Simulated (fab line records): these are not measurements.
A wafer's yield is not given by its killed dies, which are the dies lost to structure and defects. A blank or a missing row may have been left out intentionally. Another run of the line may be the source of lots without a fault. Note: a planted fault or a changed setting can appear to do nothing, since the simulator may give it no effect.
A struck lot beside a sound one | flow sky130 | 15 steps out of a route of 708
Sound: these wafers, L226.2, L226.3, L226.6. The struck wafers were L222.2, L222.4, L222.5. At the end, the cause is stated.
Per side, at each step with rows, come the tool, then ch with its chambers, and then its first start. Under that, the readings that differ: sound wafers | struck wafers | difference of the means | sigmas: that difference in standard deviations of wafers without a fault.
alike: same words and numbers on both sides, and readings whose means sit less than 2 such deviations apart. not compared: any withheld reading, any reading some wafer has no value for, any bound like >300 that may hide the same value, and any number with overlapping values for which the record gives no deviation.
Wherever a step has rows on one side only, a row that says differs or no value, or a row with sigmas, the two part there. Numbers that don't overlap but have no deviation are shown without sigmas and don't part them. A reading missing from all wafers of one side parts the sides only when that side holds two or more wafers.

first, 1 step without rows for these wafers: SKY_POLY_GATE_CVD_03 (deposits Si3N4 from DCS/NH3, target thk 75 nm, time 1290 s).
SKY_POLY_GATE_THK_MEAS_04:
  sound: film-metro-04 at day 20 22:26; struck: film-metro-03 at day 18 16:50
  alike: POLY_GATE_CVD_03_THK
then, 8 steps without rows for these wafers: SKY_POLY_GATE_DEHYDRATE_05 (time 60 s); SKY_POLY_GATE_HMDS_06 (prime time 60 s); SKY_POLY_GATE_COAT_07 (resist thk 110 nm); SKY_POLY_GATE_COAT_08 (resist thk 450 nm); SKY_POLY_GATE_SOFTBAKE_09 (time 90 s); SKY_POLY_GATE_EXPOSE_10 (exposes mask P1M, target cd 150 nm); SKY_POLY_GATE_PEB_11; SKY_POLY_GATE_DEVELOP_12 (develop time 60 s).
SKY_POLY_GATE_CD_MEAS_13: the cd target is 150 nm.
  sound: cd-sem-02 at day 22 03:32; struck: cd-sem-02 at day 19 22:44
  alike: cd-nm
SKY_POLY_GATE_OVL_MEAS_14:
  sound: overlay-01 at day 22 03:38; struck: overlay-02 at day 19 22:50
  alike: POLY_GATE_OVL
SKY_POLY_GATE_ETCH_15: etches BARC in N2/H2, stops on SiO2, time 118.5 s, target depth 110 nm.
  sound on rie-diel-04 ch 1,2, day 22 03:40; struck on rie-diel-02 ch 1,2,3, day 19 22:52
  reading                        | sound                | struck               | difference | sigmas
  chamber-pressure-mTorr (mTorr) | 29.965 29.982 30.024 | 36.016 35.944 35.995 | +5.995     | +99 or more
  alike: drypump-motor-current-A, oes-product-au, throttle-valve-pct
  not compared: rf-hours-counter-h
SKY_POLY_GATE_ETCH_16: etches Si3N4 in CH3F/O2, stops on poly-Si, time 147.5 s, target depth 75 nm.
  sound on rie-diel-04 ch 1,2, day 22 03:45; struck on rie-diel-02 ch 1,2,3, day 19 22:57
  alike: O2_flow_sccm, chamber-pressure-mTorr, drypump-motor-current-A, oes-product-au, throttle-valve-pct
  not compared: rf-hours-counter-h
-- here the record skips 28 days between the struck wafers' starts before and after, leaving off in module POLY_GATE and picking up in module PAD_OPEN (first step shown: number 708 of the route) --
SKY_PAD_OPEN_PROBE_99:
  sound: prober-02 at day 49 10:12; struck: prober-01 at day 48 02:40
  reading             | sound    | struck  | difference | sigmas
  killed-at-front-end | 25 18 17 | 12 7 12 | -10        | -2
  alike: killed_at_M0_to_M3, killed_at_M4_up, killed-at-contacts, killed-at-other, killed-dies, killed-on-rim, killed-open, killed-short

WHERE THEY PART
First at SKY_POLY_GATE_ETCH_15; last, within this record, at SKY_PAD_OPEN_PROBE_99.

WHY: what had been put in by the simulator
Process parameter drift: rie-diel-02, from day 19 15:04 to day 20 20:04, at SKY_POLY_GATE_ETCH_15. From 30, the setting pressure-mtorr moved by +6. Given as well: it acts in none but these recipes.
